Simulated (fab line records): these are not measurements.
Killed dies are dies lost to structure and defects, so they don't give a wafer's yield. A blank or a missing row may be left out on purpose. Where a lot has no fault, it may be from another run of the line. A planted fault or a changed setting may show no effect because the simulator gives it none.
Problem report in the 8D (eight disciplines) form, filled by code + flow sky130 + the parts of the form that need people (team, actions taken, sign-off) are left out

## 1. WHAT IS WRONG
Wafers free of any fault read 4.00 nm (standard deviation 0.072) for POLY_GATE_OXIDATION_THK at SKY_POLY_GATE_THK_MEAS_21, against a mean of 4.46 nm on 6 wafers of 2 lots. That puts it +6.5 standard deviations away from the usual mean.
First seen on wafer L532.1, day 22 11:01, on filmMetro-02. Wafers with a number at this step in the record: 33, from 11 lots. The rule behind "out" and "out of limits": a value lying over 4 standard deviations away from the usual mean. The other wafers with a number count as sound.

## 2. WHAT IT IS; WHAT IT IS NOT
| question                    | is                         | is not                                                                    |
|-----------------------------|----------------------------|---------------------------------------------------------------------------|
| which readings at this step | POLY_GATE_OXIDATION_THK    | -                                                                         |
| which lots                  | L532, L534                 | L518, L519, L520, L521, L522, L524, L525, L537, L539                      |
| which wafers of those lots  | all that have a number     | -                                                                         |
| read on which gauges        | filmMetro-02, filmMetro-04 | filmMetro-03                                                              |
| when                        | from day 22 11:01          | up to then (21 sound wafers); but 6 sound wafers of L537, L539 came after |

## 3. THE SUSPECTS, EACH WITH WHAT RULES IT OUT
Counting: a tool at any process step up to the reading remains a suspect when it ran all the lots that are out and ran no sound lot after the first of those.
- the gauge at SKY_POLY_GATE_THK_MEAS_21: ruled out. The wafers that are out were read on 2 gauges (filmMetro-02, filmMetro-04).
- furnace-02 at SKY_POLY_GATE_OXIDATION_20 (stabilise 600 s, purge 300 s, target thk 4 nm): kept. It ran every lot that is out, first L532 (day 22 09:46), and no sound lot after that; its last sound lot up to then is L524 (day 19 23:37). On those wafers its own readings are out: spikeTcCentreC, spikeTcLowerC, spikeTcTopC, spikeTcUpperC, tubeCenterTempC, tube_center_temp_C_max.
Left after counting: furnace-02 at SKY_POLY_GATE_OXIDATION_20.

## 4. THE CAUSE (what the simulator had put in)
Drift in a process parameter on furnace-02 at SKY_POLY_GATE_OXIDATION_20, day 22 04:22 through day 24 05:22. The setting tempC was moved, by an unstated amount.
Counting left only this tool.

## 5. THE CHAIN OF EFFECTS, in route order
One row per reading whose mean, taken over the struck wafers that have a number, lies over 3 standard deviations from the usual. Scope: only readings with a usual standard deviation given in the record; hours: median across lots of the time from each lot's start at the first step in this table that gives one to its start at this step; sigmas: change in usual standard deviations.
| hours | step                       | reading                 | usual   | on struck wafers | change | sigmas      |
|-------|----------------------------|-------------------------|---------|------------------|--------|-------------|
| 0     | SKY_POLY_GATE_OXIDATION_20 | spikeTcBottomC          | 867.2 C | 878.8            | +11.6  | +4.5        |
| 0     | SKY_POLY_GATE_OXIDATION_20 | spikeTcCentreC          | 850.6 C | 859.0            | +8.4   | +7.0        |
| 0     | SKY_POLY_GATE_OXIDATION_20 | spikeTcLowerC           | 850.8 C | 860.9            | +10.1  | +8.4        |
| 0     | SKY_POLY_GATE_OXIDATION_20 | spikeTcTopC             | 861.5 C | 873.5            | +12.0  | +4.6        |
| 0     | SKY_POLY_GATE_OXIDATION_20 | spikeTcUpperC           | 848.6 C | 857.1            | +8.5   | +8.5        |
| 0     | SKY_POLY_GATE_OXIDATION_20 | tubeCenterTempC         | 850 C   | 859              | +9     | +99 or more |
| 0     | SKY_POLY_GATE_OXIDATION_20 | tube_center_temp_C_max  | 852.2   | 861.0            | +8.8   | +27         |
| 1     | SKY_POLY_GATE_THK_MEAS_21  | POLY_GATE_OXIDATION_THK | 4.00 nm | 4.46             | +0.46  | +6.5        |
It contains these process steps:
- SKY_POLY_GATE_OXIDATION_20: stabilise 600 s, purge 300 s, target thk 4 nm.
Later measuring or inspecting steps at which every struck wafer that the step has a row for has a number for every such reading, and none has moved that far: SKY_LDD_HVP_OVL_MEAS_07.

## 6. WHAT WOULD HAVE CAUGHT IT SOONER
In this record the first reading out of limits at a measuring or inspecting step was taken at day 22 11:01, 7 hours after the fault began at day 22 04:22.
The tool's own readings at SKY_POLY_GATE_OXIDATION_20 were out on every struck wafer that the step has a row for (spikeTcCentreC, spikeTcLowerC, spikeTcTopC, spikeTcUpperC, tubeCenterTempC, tube_center_temp_C_max): an alarm limit on them would have fired on the first of those.
Lots out: 2; of these, L534 started SKY_POLY_GATE_OXIDATION_20 on furnace-02 after day 22 11:01. A hold on the tool at that time would have spared it.
